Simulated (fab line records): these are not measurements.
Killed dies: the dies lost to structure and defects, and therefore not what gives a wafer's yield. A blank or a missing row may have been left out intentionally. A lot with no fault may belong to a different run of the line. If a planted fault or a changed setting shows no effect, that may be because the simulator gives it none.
fab line records	flow sky130
record: lots: 11	wafers: 33	last-day: 50
route steps=708 shown METAL2@501 CAPM@537 METAL3@567 PAD_OPEN@708
lots that met no fault: from a run of the same line without faults
start-h: start of the lot's first displayed wafer, in hours after the record's first day	wait-h: time in hours since the lot's previous step	" same as the row above	L1.1+2: a single row standing in for several wafers	- no value, or no start given	* or withheld: withheld	< > ~ a bound
route shown NAME@n: a module of which the file shows steps, and the number in the route of the first	usual: mean and standard deviation over wafers with no fault	same: alike in all rows	chamber/n: place in a boat	sites: each site's reading	_std_site: standard deviation across them	_edge_site: inner sites' mean taken away from outer sites' mean	radius-mm: for every site, how far away it sits from the centre of the wafer	mask NAME#n: copy n	behind: tool/chamber where the wafer was last shaped	hold: why the lot was held/for how many hours/how that ended	device: whichever transistor did not switch (one of n, p or np)	end of line: the tests these same wafers got at the end of their route	a step without rows: its recipe alone	killed: dies that structure and defects cost at the first sort, which is not the same as the wafer's yield	map: a wafer's dies, x killed, . not, _ none there
set.NAME: the setting that was run; set.NAME@STEP: the one run at that earlier step	model.NAME: the simulator's own value behind a step, which no gauge read
a sample of lots followed through the steps of the route, with each step as a table and each wafer as a row
services: the hour from which a tool's chamber was out of use, counted from the record's first day as start-h (under 0 if before that day), plus the number of hours and why
== steps ==
step: SKY_METAL2_ETCH_18
recipe: chemistry: N2/H2	target: BARC	ion-energy-ev: 200	bias-w: 100	pressure-mtorr: 30	n2-flow-sccm: 100	h2-flow-sccm: 200	icp-w: 500	stop-on: SiO2	time-s: 45.9	target-depth-a: 600
usual: drypump-motor-current-A: 5.6/0.48	h2-flow-sccm: 200.1/0.58	oes-product-au: 0.853/0.0045	throttle-valve-pct: 13.224/0.0093
lot.wafer	tool	chamber	start-h	wait-h	drypump-motor-current-A	h2-flow-sccm	oes-product-au	rf-hours-counter-h	throttle-valve-pct
L876.1	rie-metal-02	1	817.22	0.0	5.1	199.7	0.855	8	13.221
L876.2	"	0	"	"	5.3	200.0	0.858	16	13.233
L876.5	"	1	"	"	5.1	200.2	0.856	-	13.224
L877.1	rie-metal-02	0	820.37	0.0	5.3	199.0	0.852	16	13.220
L877.4	"	1	"	"	5.1	200.1	0.854	-	13.224
L877.5	"	1	"	"	5.1	200.3	0.852	-	13.233
L878.1	rie-metal-03	1	837.47	0.0	6.5	199.2	0.852	0	13.229
L878.3	"	0	"	"	5.6	200.2	0.859	-	13.225
L878.5	"	0	"	"	5.6	200.4	0.854	-	13.214
L881.2	rie-metal-03	1	864.83	0.1	6.5	198.8	0.848	-	13.217
L881.4	"	1	"	"	6.5	199.4	0.850	-	13.227
L881.5	"	1	"	"	6.5	200.3	0.851	-	13.230
L888.1	rie-metal-02	1	911.45	0.0	5.1	200.1	0.850	13	13.238
L888.2	"	0	"	"	5.3	200.6	0.857	2	13.223
L888.6	"	0	"	"	5.3	199.2	0.856	-	13.230
L889.1	rie-metal-02	0	926.62	0.0	5.3	200.5	0.851	3	13.226
L889.2	"	1	"	"	5.0	200.2	0.854	14	13.226
L889.4	"	1	"	"	5.0	199.9	0.846	-	13.226
L891.3	rie-metal-03	0	934.89	0.0	5.5	201.1	0.848	-	13.223
L891.4	"	1	"	"	6.5	199.9	0.853	-	13.232
L891.5	"	1	"	"	6.5	199.0	0.854	-	13.233
L893.2	rie-metal-01	1	967.08	0.0	5.8	199.4	0.847	13	13.217
L893.4	"	1	"	"	5.9	199.8	0.852	-	13.228
L893.5	"	0	"	"	5.4	200.3	0.844	-	13.224
L895.2	rie-metal-03	0	967.15	0.0	5.6	200.6	0.848	4	13.229
L895.3	"	0	"	"	5.6	199.9	0.849	-	13.209
L895.5	"	0	"	"	5.6	199.1	0.849	-	13.218
L897.1	rie-metal-02	0	978.47	0.0	5.3	200.4	0.851	5	13.228
L897.2	"	1	"	"	5.0	200.6	0.855	16	13.228
L897.3	"	1	"	"	5.1	199.5	0.859	-	13.207
L899.1	rie-metal-01	0	985.00	0.1	5.3	199.6	0.853	11	13.230
L899.2	"	0	"	"	5.4	199.9	0.855	-	13.216
L899.4	"	0	"	"	5.3	199.9	0.855	-	13.235
step: SKY_CAPM_CVD_00
recipe: material: SiO2	target-thk-nm: 15.5	temp-c: 400	time-s: withheld	rf-w: 450
usual: heater-power-w: 726/79
lot.wafer	tool	chamber	start-h	wait-h	heater-power-w
L876.1	pecvd-03	1	846.75	0.0	737
L876.2	"	0	"	"	611
L876.5	"	2	"	"	771
L877.1	pecvd-04	1	849.46	0.0	768
L877.4	"	2	"	"	721
L877.5	"	1	"	"	775
L878.1	pecvd-04	2	866.01	0.0	803
L878.3	"	1	"	"	669
L878.5	"	1	"	"	692
L881.2	pecvd-04	0	893.64	0.0	762
L881.4	"	1	"	"	765
L881.5	"	0	"	"	774
L888.1	pecvd-04	2	939.13	0.0	787
L888.2	"	1	"	"	727
L888.6	"	2	"	"	806
L889.1	pecvd-04	0	954.40	0.0	799
L889.2	"	1	"	"	716
L889.4	"	1	"	"	727
L891.3	pecvd-04	0	962.67	0.0	793
L891.4	"	1	"	"	779
L891.5	"	1	"	"	753
L893.2	pecvd-01	0	994.03	0.0	809
L893.4	"	0	"	"	807
L893.5	"	1	"	"	507
L895.2	pecvd-03	2	994.33	0.0	760
L895.3	"	1	"	"	713
L895.5	"	0	"	"	630
L897.1	pecvd-03	0	1004.14	0.0	631
L897.2	"	1	"	"	743
L897.3	"	2	"	"	756
L899.1	pecvd-01	1	1011.13	0.0	606
L899.2	"	2	"	"	745
L899.4	"	0	"	"	671
step: SKY_CAPM_THK_MEAS_01
recipe: reads: SiO2_of_CAPM_CVD_00
usual: CAPM_CVD_00_THK: 15.50/0.21
lot.wafer	tool	chamber	start-h	wait-h	CAPM_CVD_00_THK[nm]
L876.1	film-metro-03	-	846.77	-	15.52
L876.2	"	-	"	"	15.23
L876.5	"	-	"	"	15.61
L877.1	film-metro-03	-	849.49	-	15.42
L877.4	"	-	"	"	15.75
L877.5	"	-	"	"	15.60
L878.1	film-metro-02	-	866.03	-	15.23
L878.3	"	-	"	"	15.47
L878.5	"	-	"	"	15.69
L881.2	film-metro-03	-	893.67	-	15.48
L881.4	"	-	"	"	15.74
L881.5	"	-	"	"	15.33
L888.1	film-metro-03	-	939.15	-	15.57
L888.2	"	-	"	"	15.72
L888.6	"	-	"	"	15.77
L889.1	film-metro-03	-	954.44	-	15.58
L889.2	"	-	"	"	11.05
L889.4	"	-	"	"	11.29
L891.3	film-metro-04	-	962.71	-	15.87
L891.4	"	-	"	"	11.41
L891.5	"	-	"	"	11.40
L893.2	film-metro-04	-	994.07	-	14.95
L893.4	"	-	"	"	15.23
L893.5	"	-	"	"	15.56
L895.2	film-metro-02	-	994.37	-	15.58
L895.3	"	-	"	"	15.63
L895.5	"	-	"	"	15.90
L897.1	film-metro-04	-	1004.16	-	15.45
L897.2	"	-	"	"	15.36
L897.3	"	-	"	"	15.32
L899.1	film-metro-04	-	1011.15	-	15.34
L899.2	"	-	"	"	15.26
L899.4	"	-	"	"	15.52
step: SKY_CAPM_OVL_MEAS_12
usual: CAPM_OVL: -0.4/1.5
lot.wafer	tool	chamber	start-h	wait-h	CAPM_OVL[nm]
L876.1	overlay-01	-	872.56	0.1	-1.1
L876.2	"	-	"	"	-1.3
L876.5	"	-	"	"	-1.0
L877.1	overlay-02	-	875.84	0.1	-2.6
L877.4	"	-	"	"	-0.5
L877.5	"	-	"	"	-1.9
L878.1	overlay-02	-	891.76	0.1	0.0
L878.3	"	-	"	"	-0.7
L878.5	"	-	"	"	0.5
L881.2	overlay-01	-	918.72	0.1	-1.7
L881.4	"	-	"	"	-2.1
L881.5	"	-	"	"	-1.8
L888.1	overlay-01	-	963.79	0.1	0.1
L888.2	"	-	"	"	1.9
L888.6	"	-	"	"	0.6
L889.1	overlay-02	-	978.74	0.1	-1.2
L889.2	"	-	"	"	-1.2
L889.4	"	-	"	"	-2.1
L891.3	overlay-01	-	986.57	0.1	2.1
L891.4	"	-	"	"	0.8
L891.5	"	-	"	"	0.4
L893.2	overlay-01	-	1016.67	0.1	2.4
L893.4	"	-	"	"	1.2
L893.5	"	-	"	"	1.8
L895.2	overlay-02	-	1017.24	0.1	-2.5
L895.3	"	-	"	"	-2.0
L895.5	"	-	"	"	-2.8
L897.1	overlay-02	-	1027.20	0.1	-1.5
L897.2	"	-	"	"	0.1
L897.3	"	-	"	"	-0.2
L899.1	overlay-02	-	1034.20	0.1	-2.1
L899.2	"	-	"	"	-1.5
L899.4	"	-	"	"	-3.4
step: SKY_CAPM_STRIP_14
recipe: chemistry: O2/N2	power-w: 1400	pressure-mtorr: 1500	platen-temp-c: withheld	o2-flow-sccm: 3000	n2-flow-sccm: 300	overash-fraction: 0.5
usual: drypump-motor-current-A: 5.6/0.43	o2-flow-sccm: 3000/8.7	oes-product-au: 0.711/0.0046	strip-time-to-endpoint-s: 12.66/0.04
lot.wafer	tool	chamber	start-h	wait-h	drypump-motor-current-A	o2-flow-sccm	oes-product-au	rf-hours-counter-h	strip-time-to-endpoint-s
L876.1	plasma-asher-04	1	872.67	0.1	5.7	3012	0.707	12	12.70
L876.2	"	0	"	"	5.1	2997	0.707	12	12.66
L876.5	"	1	"	"	5.7	3000	0.708	-	12.68
L877.1	plasma-asher-03	1	875.95	0.1	5.0	2994	0.707	45	12.59
L877.4	"	1	"	"	5.0	2997	0.709	-	12.62
L877.5	"	0	"	"	6.5	3001	0.710	-	12.62
L878.1	plasma-asher-04	1	891.87	0.1	5.7	2986	0.715	14	12.68
L878.3	"	1	"	"	5.7	2986	0.712	-	12.68
L878.5	"	0	"	"	5.1	3005	0.713	-	12.73
L881.2	plasma-asher-01	0	918.90	0.1	5.8	3005	0.714	80	12.67
L881.4	"	1	"	"	5.5	2996	0.718	-	12.68
L881.5	"	0	"	"	5.8	3009	0.703	-	12.68
L888.1	plasma-asher-03	1	963.90	0.1	5.0	2995	0.713	54	12.69
L888.2	"	0	"	"	6.5	3006	0.709	54	12.66
L888.6	"	1	"	"	5.0	2988	0.717	-	12.62
L889.1	plasma-asher-04	0	978.93	0.1	5.1	3009	0.708	23	12.71
L889.2	"	1	"	"	5.7	2987	0.712	23	12.73
L889.4	"	1	"	"	5.7	2995	0.706	-	12.74
L891.3	plasma-asher-01	0	986.78	0.1	5.8	3001	0.712	-	12.71
L891.4	"	1	"	"	5.5	3000	0.720	-	12.67
L891.5	"	0	"	"	5.8	3010	0.708	-	12.68
L893.2	plasma-asher-04	0	1016.77	0.1	5.1	2993	0.709	27	12.65
L893.4	"	1	"	"	5.7	3019	0.710	-	12.67
L893.5	"	0	"	"	5.1	3003	0.718	-	12.67
L895.2	plasma-asher-01	1	1017.35	0.1	5.5	3002	0.714	88	12.67
L895.3	"	0	"	"	5.8	2999	0.707	-	12.70
L895.5	"	0	"	"	5.8	3006	0.724	-	12.69
L897.1	plasma-asher-03	1	1027.31	0.1	5.0	3002	0.710	60	12.65
L897.2	"	0	"	"	6.5	3006	0.706	60	12.67
L897.3	"	1	"	"	5.0	2983	0.709	-	12.69
L899.1	plasma-asher-01	1	1034.31	0.1	5.5	3008	0.697	90	12.74
L899.2	"	0	"	"	5.8	3007	0.710	90	12.70
L899.4	"	1	"	"	5.5	2999	0.720	-	12.70
step: SKY_METAL3_ETCH_17
recipe: target: SiO2	stop-on: TiN	chemistry: C4F8/O2/Ar	source-w: 1500	bias-w: 1200	pressure-mtorr: 40	c4f8-flow-sccm: withheld	O2_flow_sccm: 6	Ar_flow_sccm: 300	time-s: 3.9	target-depth-a: 150
usual: oes-product-au: 0.755/0.0066
lot.wafer	tool	chamber	start-h	wait-h	oes-product-au	rf-hours-counter-h
L876.1	rie-diel-01	3	899.18	0.1	0.752	20
L876.2	"	2	"	"	0.749	8
L876.5	"	1	"	"	0.752	-
L877.1	rie-diel-03	2	902.37	0.1	0.755	25
L877.4	"	3	"	"	0.758	11
L877.5	"	1	"	"	0.760	-
L878.1	rie-diel-03	1	917.47	0.1	0.743	11
L878.3	"	2	"	"	0.762	25
L878.5	"	0	"	"	0.764	-
L881.2	rie-diel-04	3	945.22	0.1	0.759	10
L881.4	"	0	"	"	0.760	3
L881.5	"	1	"	"	0.749	-
L888.1	rie-diel-04	0	988.43	0.1	0.763	5
L888.2	"	3	"	"	0.762	12
L888.6	"	1	"	"	0.765	-
L889.1	rie-diel-04	2	1002.18	0.1	0.754	0
L889.2	"	0	"	"	0.644	5
L889.4	"	3	"	"	0.645	12
L891.3	rie-diel-04	3	1010.82	0.0	0.763	12
L891.4	"	1	"	"	0.653	8
L891.5	"	1	"	"	0.660	-
L893.2	rie-diel-04	2	1040.28	0.1	0.744	2
L893.4	"	1	"	"	0.749	9
L893.5	"	1	"	"	0.757	-
L895.2	rie-diel-01	1	1041.23	0.1	0.756	18
L895.3	"	3	"	"	0.755	24
L895.5	"	1	"	"	0.759	-
L897.1	rie-diel-04	1	1050.78	0.1	0.748	9
L897.2	"	3	"	"	0.744	14
L897.3	"	0	"	"	0.759	7
L899.1	rie-diel-01	2	1056.83	0.1	0.748	14
L899.2	"	0	"	"	0.743	18
L899.4	"	3	"	"	0.758	25
step: SKY_PAD_OPEN_PROBE_99
usual: defect-limited-yield: 82.2/1.9	killed_at_M0_to_M3: 44/6.9	killed_at_M4_up: 3.3/1.8	killed-at-contacts: 24/5	killed-at-front-end: 16/4.6	killed-at-other: 0.2/0.42	killed-dies: 88/9.2	killed-open: 48/7.3	killed-short: 40/6.5
same: gross-dies: 492	killed-at-back-side: 0
lot.wafer	tool	chamber	start-h	wait-h	defect-limited-yield[%]	killed_at_M0_to_M3	killed_at_M4_up	killed-at-contacts	killed-at-front-end	killed-at-other	killed-dies	killed-open	killed-short
L876.1	prober-01	-	1072.33	0.1	82.7	45	4	23	13	0	85	40	45
L876.2	prober-01	-	1072.38	0.1	80.5	47	8	27	14	0	96	48	48
L876.5	prober-01	-	1072.53	0.2	78.5	53	5	30	18	0	106	55	51
L877.1	prober-02	-	1074.86	0.1	85.6	36	4	16	15	0	71	33	38
L877.4	prober-02	-	1075.01	0.2	81.1	44	4	19	26	0	93	51	42
L877.5	prober-02	-	1075.06	0.2	83.7	33	3	25	19	0	80	45	35
L878.1	prober-01	-	1087.08	0.1	82.7	44	3	24	13	1	85	36	49
L878.3	prober-01	-	1087.18	0.2	79.3	53	6	28	15	0	102	50	52
L878.5	prober-01	-	1087.28	0.2	80.3	50	7	28	12	0	97	51	46
L881.2	prober-01	-	1111.15	0.1	83.3	40	4	18	20	0	82	52	30
L881.4	prober-01	-	1111.25	0.2	81.9	39	4	29	17	0	89	40	48
L881.5	prober-01	-	1111.30	0.2	81.5	44	3	21	22	1	91	52	39
L888.1	prober-01	-	1147.82	0.1	85.2	41	2	16	13	1	73	46	27
L888.2	prober-01	-	1147.87	0.1	80.9	37	8	30	19	0	94	65	29
L888.6	prober-01	-	1148.07	0.2	81.3	38	5	29	20	0	92	56	36
L889.1	prober-02	-	1157.27	0.1	82.9	43	1	25	15	0	84	50	34
L889.2	prober-02	-	1157.32	0.1	83.5	37	3	29	12	0	81	40	41
L889.4	prober-02	-	1157.42	0.2	80.1	47	4	34	13	0	98	49	49
L891.3	prober-02	-	1164.85	0.2	81.5	49	8	17	17	0	91	41	50
L891.4	prober-02	-	1164.90	0.2	80.3	45	1	40	11	0	97	62	35
L891.5	prober-02	-	1164.95	0.2	80.9	45	6	25	18	0	94	47	47
L893.2	prober-01	-	1186.03	0.1	81.5	50	2	26	12	1	91	42	48
L893.4	prober-01	-	1186.13	0.2	80.9	47	3	32	11	1	94	43	50
L893.5	prober-01	-	1186.18	0.2	83.5	45	2	20	14	0	81	43	38
L895.2	prober-02	-	1187.53	0.1	84.1	42	0	16	20	0	78	48	30
L895.3	prober-02	-	1187.58	0.2	80.5	40	2	35	18	1	96	52	44
L895.5	prober-02	-	1187.68	0.2	85.2	38	2	22	11	0	73	42	31
L897.1	prober-02	-	1192.56	0.1	79.9	49	5	25	20	0	99	52	47
L897.2	prober-02	-	1192.61	0.1	83.5	42	5	13	21	0	81	39	42
L897.3	prober-02	-	1192.66	0.2	81.1	51	0	21	21	0	93	48	45
L899.1	prober-02	-	1198.14	0.1	82.9	35	6	27	16	0	84	54	30
L899.2	prober-02	-	1198.19	0.1	81.3	42	2	36	11	1	92	51	40
L899.4	prober-02	-	1198.29	0.2	80.9	50	2	29	13	0	94	53	41
killed by level:class
L876.1 VIA1:geometric-particle:open=10 CONTACT:geometric-particle:open=9 METAL2:geometric-particle:short=9 CONTACT:geometric-particle:short=7 FIELD_ISO:geometric-particle:short=5 METAL1:geometric-particle:short=5 LOCAL_INTERCONNECT:geometric-particle:short=4 VIA1:geometric-particle:short=4
L876.2 CONTACT:geometric-particle:open=18 VIA1:geometric-particle:short=11 VIA1:geometric-particle:open=8 VIA3:geometric-particle:short=6 POLY_GATE:geometric-particle:open=5 CONTACT:geometric-particle:short=5 METAL1:geometric-particle:short=5 METAL4:geometric-particle:short=5
L876.5 VIA1:geometric-particle:open=10 CONTACT:geometric-particle:open=10 LI_CONTACT:geometric-particle:open=9 CONTACT:geometric-particle:short=7 METAL1:geometric-particle:short=7 VIA2:geometric-particle:open=7 FIELD_ISO:geometric-particle:open=6 METAL2:geometric-particle:short=6
L877.1 VIA3:geometric-particle:open=10 VIA1:geometric-particle:short=7 LOCAL_INTERCONNECT:geometric-particle:short=6 VIA1:geometric-particle:open=6 METAL1:geometric-particle:short=5 FIELD_ISO:geometric-particle:short=4 POLY_GATE:geometric-particle:open=4 FIELD_ISO:geometric-particle:open=3
L877.4 VIA1:geometric-particle:open=10 LI_CONTACT:geometric-particle:open=7 VIA3:geometric-particle:open=7 FIELD_ISO:geometric-particle:short=6 POLY_GATE:geometric-particle:open=6 VIA2:geometric-particle:open=6 POLY_GATE:geometric-particle:short=5 CONTACT:geometric-particle:open=5
L877.5 LI_CONTACT:geometric-particle:open=9 CONTACT:geometric-particle:open=8 VIA3:geometric-particle:open=7 FIELD_ISO:geometric-particle:open=6 VIA1:geometric-particle:open=6 VIA2:geometric-particle:open=5 FIELD_ISO:geometric-particle:short=4 POLY_GATE:geometric-particle:short=4
L878.1 CONTACT:geometric-particle:open=11 METAL2:geometric-particle:short=11 VIA1:geometric-particle:short=8 VIA2:geometric-particle:open=7 POLY_GATE:geometric-particle:short=6 LI_CONTACT:geometric-particle:short=5 LI_CONTACT:geometric-particle:open=4 LOCAL_INTERCONNECT:geometric-particle:short=4
L878.3 VIA1:geometric-particle:open=12 CONTACT:geometric-particle:open=11 METAL1:geometric-particle:short=7 VIA1:geometric-particle:short=7 VIA2:geometric-particle:open=6 CONTACT:geometric-particle:short=6 VIA3:geometric-particle:open=6 LOCAL_INTERCONNECT:geometric-particle:short=5
L878.5 CONTACT:geometric-particle:open=13 VIA3:geometric-particle:open=11 VIA1:geometric-particle:open=9 METAL2:geometric-particle:short=8 CONTACT:geometric-particle:short=7 METAL1:geometric-particle:short=7 VIA2:geometric-particle:short=5 POLY_GATE:geometric-particle:open=4
L881.2 VIA2:geometric-particle:open=9 VIA3:geometric-particle:open=8 LI_CONTACT:geometric-particle:open=8 VIA1:geometric-particle:open=7 CONTACT:geometric-particle:open=6 FIELD_ISO:geometric-particle:short=5 POLY_GATE:geometric-particle:open=4 POLY_GATE:geometric-particle:short=4
L881.4 LI_CONTACT:geometric-particle:open=8 CONTACT:geometric-particle:short=8 CONTACT:geometric-particle:open=7 VIA1:geometric-particle:short=7 VIA2:geometric-particle:open=7 FIELD_ISO:geometric-particle:short=4 POLY_GATE:geometric-particle:short=4 VIA1:geometric-particle:open=4
L881.5 CONTACT:geometric-particle:open=12 VIA1:geometric-particle:open=12 FIELD_ISO:geometric-particle:open=7 POLY_GATE:geometric-particle:short=7 VIA2:geometric-particle:open=7 POLY_GATE:geometric-particle:open=5 METAL1:geometric-particle:short=5 METAL2:geometric-particle:short=5
L888.1 VIA1:geometric-particle:open=13 CONTACT:geometric-particle:open=11 VIA3:geometric-particle:open=5 FIELD_ISO:geometric-particle:open=4 METAL1:geometric-particle:short=4 VIA2:geometric-particle:open=4 METAL3:geometric-particle:short=4 LI_CONTACT:geometric-particle:open=3
L888.2 VIA1:geometric-particle:open=13 CONTACT:geometric-particle:open=10 LI_CONTACT:geometric-particle:open=9 VIA2:geometric-particle:open=8 FIELD_ISO:geometric-particle:open=6 VIA3:geometric-particle:open=6 METAL4:geometric-particle:short=5 LOCAL_INTERCONNECT:geometric-particle:open=4
L888.6 VIA1:geometric-particle:open=16 CONTACT:geometric-particle:open=14 LI_CONTACT:geometric-particle:open=8 POLY_GATE:geometric-particle:short=6 FIELD_ISO:geometric-particle:short=5 VIA2:geometric-particle:short=5 VIA2:geometric-particle:open=4 METAL4:geometric-particle:short=4
L889.1 CONTACT:geometric-particle:open=11 VIA2:geometric-particle:open=7 LI_CONTACT:geometric-particle:open=6 POLY_GATE:geometric-particle:open=5 VIA1:geometric-particle:short=5 VIA1:geometric-particle:open=5 METAL2:geometric-particle:short=5 VIA3:geometric-particle:open=5
L889.2 VIA1:geometric-particle:open=10 LOCAL_INTERCONNECT:geometric-particle:short=9 CONTACT:geometric-particle:short=7 CONTACT:geometric-particle:open=7 METAL1:geometric-particle:short=6 VIA3:geometric-particle:open=6 POLY_GATE:geometric-particle:short=4 LI_CONTACT:geometric-particle:open=4
L889.4 VIA1:geometric-particle:open=14 LI_CONTACT:geometric-particle:open=9 CONTACT:geometric-particle:short=9 VIA3:geometric-particle:open=8 CONTACT:geometric-particle:open=8 METAL1:geometric-particle:short=5 LOCAL_INTERCONNECT:geometric-particle:short=5 METAL2:geometric-particle:short=5
L891.3 VIA1:geometric-particle:open=10 CONTACT:geometric-particle:open=8 METAL1:geometric-particle:short=8 METAL4:geometric-particle:short=7 VIA1:geometric-particle:short=6 METAL2:geometric-particle:short=6 VIA2:geometric-particle:open=5 FIELD_ISO:geometric-particle:open=4
L891.4 CONTACT:geometric-particle:open=13 VIA2:geometric-particle:open=13 VIA1:geometric-particle:open=10 CONTACT:geometric-particle:short=10 LI_CONTACT:geometric-particle:open=8 LOCAL_INTERCONNECT:geometric-particle:short=8 VIA3:geometric-particle:open=7 VIA1:geometric-particle:short=5
L891.5 VIA1:geometric-particle:open=11 VIA1:geometric-particle:short=10 CONTACT:geometric-particle:open=10 METAL1:geometric-particle:short=6 FIELD_ISO:geometric-particle:open=5 METAL2:geometric-particle:short=5 LI_CONTACT:geometric-particle:open=4 LOCAL_INTERCONNECT:geometric-particle:short=4
L893.2 METAL1:geometric-particle:short=10 CONTACT:geometric-particle:open=9 VIA1:geometric-particle:open=8 LI_CONTACT:geometric-particle:open=7 METAL2:geometric-particle:short=7 VIA3:geometric-particle:open=7 VIA1:geometric-particle:short=6 LOCAL_INTERCONNECT:geometric-particle:short=5
L893.4 CONTACT:geometric-particle:open=10 VIA2:geometric-particle:open=8 LI_CONTACT:geometric-particle:open=6 LOCAL_INTERCONNECT:geometric-particle:short=6 CONTACT:geometric-particle:short=6 VIA1:geometric-particle:open=6 POLY_GATE:geometric-particle:short=5 METAL1:geometric-particle:short=5
L893.5 CONTACT:geometric-particle:open=7 VIA1:geometric-particle:open=7 VIA3:geometric-particle:open=7 POLY_GATE:geometric-particle:open=6 VIA2:geometric-particle:open=6 METAL1:geometric-particle:short=5 CONTACT:geometric-particle:short=5 VIA1:geometric-particle:short=5
L895.2 VIA1:geometric-particle:open=10 VIA2:geometric-particle:open=7 FIELD_ISO:geometric-particle:open=6 LI_CONTACT:geometric-particle:open=6 VIA3:geometric-particle:open=6 VIA1:geometric-particle:short=5 POLY_GATE:geometric-particle:short=4 CONTACT:geometric-particle:open=4
L895.3 CONTACT:geometric-particle:open=11 VIA1:geometric-particle:open=9 FIELD_ISO:geometric-particle:open=8 LOCAL_INTERCONNECT:geometric-particle:short=7 LI_CONTACT:geometric-particle:open=6 LI_CONTACT:geometric-particle:short=5 CONTACT:geometric-particle:short=5 METAL1:geometric-particle:short=5
L895.5 LI_CONTACT:geometric-particle:open=7 CONTACT:geometric-particle:open=7 VIA1:geometric-particle:open=7 METAL2:geometric-particle:short=6 FIELD_ISO:geometric-particle:open=5 METAL3:geometric-particle:short=5 VIA3:geometric-particle:open=5 CONTACT:geometric-particle:short=4
L897.1 CONTACT:geometric-particle:open=13 METAL1:geometric-particle:short=8 VIA1:geometric-particle:open=8 VIA2:geometric-particle:open=6 POLY_GATE:geometric-particle:open=5 POLY_GATE:geometric-particle:short=5 METAL1:geometric-particle:open=5 METAL2:geometric-particle:short=5
L897.2 VIA1:geometric-particle:open=11 METAL1:geometric-particle:short=10 FIELD_ISO:geometric-particle:open=8 CONTACT:geometric-particle:open=7 VIA1:geometric-particle:short=6 METAL2:geometric-particle:short=5 METAL4:geometric-particle:short=4 FIELD_ISO:geometric-particle:short=3
L897.3 CONTACT:geometric-particle:open=11 VIA1:geometric-particle:short=9 VIA3:geometric-particle:open=9 VIA1:geometric-particle:open=8 VIA2:geometric-particle:short=6 FIELD_ISO:geometric-particle:short=5 POLY_GATE:geometric-particle:open=5 METAL1:geometric-particle:short=5
L899.1 CONTACT:geometric-particle:open=15 POLY_GATE:geometric-particle:open=8 VIA1:geometric-particle:open=8 VIA2:geometric-particle:open=7 VIA3:geometric-particle:open=7 METAL4:geometric-particle:short=6 LI_CONTACT:geometric-particle:open=4 LOCAL_INTERCONNECT:geometric-particle:short=4
L899.2 CONTACT:geometric-particle:open=16 VIA1:geometric-particle:open=8 LOCAL_INTERCONNECT:geometric-particle:short=7 CONTACT:geometric-particle:short=7 METAL1:geometric-particle:short=6 VIA2:geometric-particle:open=6 VIA3:geometric-particle:open=6 FIELD_ISO:geometric-particle:short=4
L899.4 VIA1:geometric-particle:open=14 CONTACT:geometric-particle:open=13 VIA1:geometric-particle:short=8 LI_CONTACT:geometric-particle:open=6 METAL1:geometric-particle:short=6 VIA2:geometric-particle:open=6 FIELD_ISO:geometric-particle:open=5 CONTACT:geometric-particle:short=5
== services ==
tool	chamber	start-h	hours	kind
rie-metal-02	1	798.45	5.3	repair
rie-diel-04	-	807.14	4.0	pm
rie-diel-01	2	822.98	55.5	repair
plasma-asher-03	-	846.78	0.9	repair
plasma-asher-04	-	850.34	1.8	repair
rie-metal-02	-	870.41	2.1	repair
rie-diel-01	-	887.10	0.4	repair
pecvd-04	-	896.22	2.8	pm
pecvd-04	2	900.21	17.4	repair
plasma-asher-01	-	926.37	9.3	repair
rie-metal-02	-	939.40	0.8	repair
rie-metal-02	-	941.51	9.8	repair
pecvd-04	2	942.48	22.3	repair
rie-metal-03	0	945.59	14.8	repair
pecvd-04	-	965.50	14.6	pm
plasma-asher-04	-	969.31	1.4	repair
rie-diel-04	-	998.09	2.8	pm
plasma-asher-03	-	1004.26	1.6	repair
rie-diel-04	1	1014.65	3.7	repair
rie-diel-01	-	1019.23	0.1	repair
rie-diel-04	0	1033.30	4.2	repair
plasma-asher-04	-	1045.34	14.6	pm
rie-metal-03	-	1050.13	0.5	repair
rie-diel-04	2	1056.59	1.3	repair
== key ==
first-sign: step: SKY_CAPM_THK_MEAS_01	reading: CAPM_CVD_00_THK	direction: down	sigmas: 20	usual: 15.50	struck: 11.29
effect: step: SKY_METAL3_ETCH_17	reading: oes-product-au	direction: down	sigmas: 16	usual: 0.755	struck: 0.651
met-at SKY_CAPM_CVD_00
struck-lots L889,L891
struck-wafers L889.2,L889.4,L891.4,L891.5
not-acting-at SKY_METAL2_ETCH_18,SKY_CAPM_OVL_MEAS_12,SKY_CAPM_STRIP_14
onset-between 939.13 954.40
fault: kind: process-parameter-drift	tool: pecvd-04	chamber: 1	onset-h: 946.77	steps: SKY_CAPM_CVD_00	channel: target-thk-nm	offset: -4.3416	shape: step	end-h: 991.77	acts-in: these-recipes-only	stated: 15.5
